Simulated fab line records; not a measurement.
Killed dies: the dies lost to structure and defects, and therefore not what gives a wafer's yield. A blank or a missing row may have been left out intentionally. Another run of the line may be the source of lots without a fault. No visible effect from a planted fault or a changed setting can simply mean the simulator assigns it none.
A struck lot beside a sound one    flow sky130    16 steps out of a route of 708
Sound: wafers L768.3, L768.4, L768.5. Struck: wafers L783.3, L783.5, L783.6. The cause is given at the end.
Per side, at each step with rows, come the tool, then ch with its chambers, and then its first start. Under that, the readings that differ: sound wafers    struck wafers    difference of the means    sigmas: that difference in standard deviations of wafers without a fault.
alike: words and numbers the same on both sides, and readings whose means are apart by under 2 such deviations; not compared: readings that were withheld, readings missing a value for some wafer, numbers with overlapping values and no deviation given by the record, and bounds like >300 which may hide the same value.
A row with sigmas, a row that says differs or no value, or rows on one side alone: a step with any of these is where the two part. Numbers that have no deviation but don't overlap get no sigmas and don't part them. A reading that every wafer of one side lacks parts them only if that side has two wafers or more.

first, 5 steps without rows for these wafers: SKY_VIA4_COAT_06 (resist thk 1140 nm); SKY_VIA4_SOFTBAKE_07 (time 60 s); SKY_VIA4_EXPOSE_08 (exposes mask VIM4, target cd 800 nm); SKY_VIA4_PEB_09; SKY_VIA4_DEVELOP_10 (develop time 60 s).
SKY_VIA4_OVL_MEAS_11:
  sound: overlay-01 at day 42 16:46; struck: overlay-01 at day 46 20:18
  alike: VIA4_OVL
SKY_VIA4_ETCH_12: etches SiO2 in C4F8/O2/Ar, stops on TiN, target depth 580 nm.
  sound on rie diel-01 ch 0,1, day 42 16:48; struck on rie diel-03 ch 0,2,3, day 46 20:20
  alike: oes product au
SKY_VIA4_STRIP_13: strips in O2/N2.
  sound on plasma asher-01 ch 0,1, day 42 16:54; struck on plasma asher-01 ch 0,1, day 46 20:26
  alike: drypump motor current A, oes product au, strip time to endpoint s
  not compared: rf hours counter h
then, 3 steps without rows for these wafers: SKY_VIA4_STRIP_14 (strips in post etch residue remover, time 1200 s); SKY_VIA4_CLEAN_15 (cleans in IPA, time 180 s); SKY_VIA4_CLEAN_16 (cleans in O3/DIW).
SKY_VIA4_SPUTTER_17: material TiN, target thk 20 nm, time 80 s.
  sound: pvd sputter-03 at day 42 17:29; struck: pvd sputter-01 at day 46 21:02
  alike: throttle valve pct
SKY_VIA4_CVD_18: deposits W, target thk 505 nm, time 152.14 s.
  sound on cvd w-02 ch 0,1, day 42 17:37; struck on cvd w-01 ch 0,1, day 46 21:09
  no value came back on the struck wafers for chamber pressure Torr (Torr), heater power outer w (W), heater power w (W); on the sound wafers chamber pressure Torr (Torr) reads 40.02 40.05 40.09
SKY_VIA4_RS_MEAS_19: a four-point-probe measurement.
  sound: film metro-03 at day 42 17:45; struck: film metro-01 at day 46 21:17
reading             sound                 struck                difference  sigmas
VIA4_W_RS (ohm/sq)  0.2249 0.2256 0.2230  58.960 58.410 58.059  +58.252     +99 or more
SKY_VIA4_THK_MEAS_20: measures by xrf.
  sound: film metro-03 at day 42 17:51; struck: film metro-01 at day 46 21:23
  not compared: VIA4_W_THK
SKY_VIA4_CMP_21: polishes, stops on SiO2, t overpolish 25 s, target thk 0 nm.
  sound on cmp-02 ch 0,1,2, day 42 17:53; struck on cmp-02 ch 0,1, day 46 21:37
reading                 sound        struck  difference  sigmas
time to endpoint s (s)  116 124 124  4 2 0   -119        -28
  alike: motor current A

## WHERE THEY PART
Last at SKY_VIA4_CMP_21 as far as this record goes, first at SKY_VIA4_CVD_18.

WHY: the cause the simulator had injected
Entire step skipped (cvd w-01, SKY_VIA4_CVD_18), from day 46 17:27 onward. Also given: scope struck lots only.
